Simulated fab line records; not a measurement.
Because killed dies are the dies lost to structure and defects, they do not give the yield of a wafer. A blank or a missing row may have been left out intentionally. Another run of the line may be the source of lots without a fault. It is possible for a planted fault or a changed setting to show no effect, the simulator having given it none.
The same fault as seen by 2 desks ; flow gf180mcu ; every desk sees just its own numbers, and what lay behind them comes last

## DESK OF THE TOOL OWNER: lpcvd-02
The tool's own readings at GF_POLY_GATE_CVD_00 (deposits poly-Si, target thk 200 nm, time 1200 s): means of the sampled wafers that have a number, for each lot that ran on this tool. A lot is out of limits, marked OUT, if its mean lies more than 4 standard deviations from the usual mean; the brackets give that distance.
Columns: A = pressure-mtorr at GF_POLY_GATE_CVD_00, usual 200.0 mTorr; B = spike-tc-lower-C at GF_POLY_GATE_CVD_00, usual 621.3 C
lot;first seen here;A;B
L335;day 8 11:12;199.7;620.6
L336;day 8 13:14;199.8;622.2
L337;day 9 02:52;200.2;621.3
L339;day 9 20:26;199.8;622.7
L342;day 10 23:38;199.4;620.4
L346;day 11 15:29;199.6;621.4
L349;day 12 16:04;240.4 (+98) OUT;620.3
L350;day 13 00:38;240.0 (+98) OUT;619.7
L352;day 13 10:25;239.9 (+97) OUT;619.8
Finding of this desk: L349, L350, L352 out of limits; the first was L349 at day 12 16:04, on pressure-mtorr at GF_POLY_GATE_CVD_00. In limits: L335, L336, L337, L339, L342, L346.

## FROM THE METROLOGY DESK
What the gauges read, lot by lot, whatever tool the lot ran on: means of the sampled wafers that have a number. A lot is out of limits, marked OUT, if its mean lies more than 4 standard deviations from the usual mean; the brackets give that distance.
Columns: A = POLY_GATE_CVD_00_THK at GF_POLY_GATE_THK_MEAS_01, usual 200.4 nm; B = V3_W_THK at GF_V3_THK_MEAS_25, usual 361 nm; C = M4_OVL at GF_M4_OVL_MEAS_15, usual 3 nm; D = V5_W_RS at GF_V5_RS_MEAS_24, usual 0.326 ohm/sq
lot;first seen here;A;B;C;D
L335;day 8 12:33;201.2;358;2;0.334
L336;day 8 14:34;201.3;362;2;0.326
L337;day 9 04:12;196.4;365;2;0.326
L339;day 9 21:46;200.7;358;10;0.329
L341;day 10 09:38;203.8;354;4;0.324
L343;day 10 23:26;200.4;369;5;0.328
L342;day 11 00:59;197.7;357;0;0.326
L346;day 11 16:49;199.4;354;-4;0.325
L347;day 11 22:14;201.1;359;-3;0.327
L349;day 12 17:24;219.6 (+10) OUT;359;4;0.327
L350;day 13 02:38;217.2 (+8.8) OUT;366;2;0.329
L352;day 13 12:25;223.1 (+12) OUT;380;-4;0.323
L354;day 14 01:17;200.7;365;8;0.327
L357;day 14 20:55;202.6;370;2;0.319
This desk's result: L349, L350, L352 out of limits, first on L349 (POLY_GATE_CVD_00_THK at GF_POLY_GATE_THK_MEAS_01), day 12 17:24. In limits: L335, L336, L337, L339, L341, L343, L342, L346, L347, L354, L357.

## TAKEN TOGETHER
The tool owner's desk could have raised an alarm at day 12 16:04, on L349, L350, L352.
L349, L350, L352 would have let the metrology desk raise an alarm at day 12 17:24.
All the named lots went through GF_POLY_GATE_CVD_00 on lpcvd-02.

## WHAT THE SIMULATOR HAD INSERTED
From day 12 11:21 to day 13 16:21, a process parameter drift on lpcvd-02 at GF_POLY_GATE_CVD_00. From 200, the setting pressure-mtorr moved by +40. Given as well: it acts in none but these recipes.
Shown lots that were struck: L349, L350, L352.
Hours from the fault's start to each desk's first reading out of limits: the tool owner's desk, 5; the metrology desk, 6.
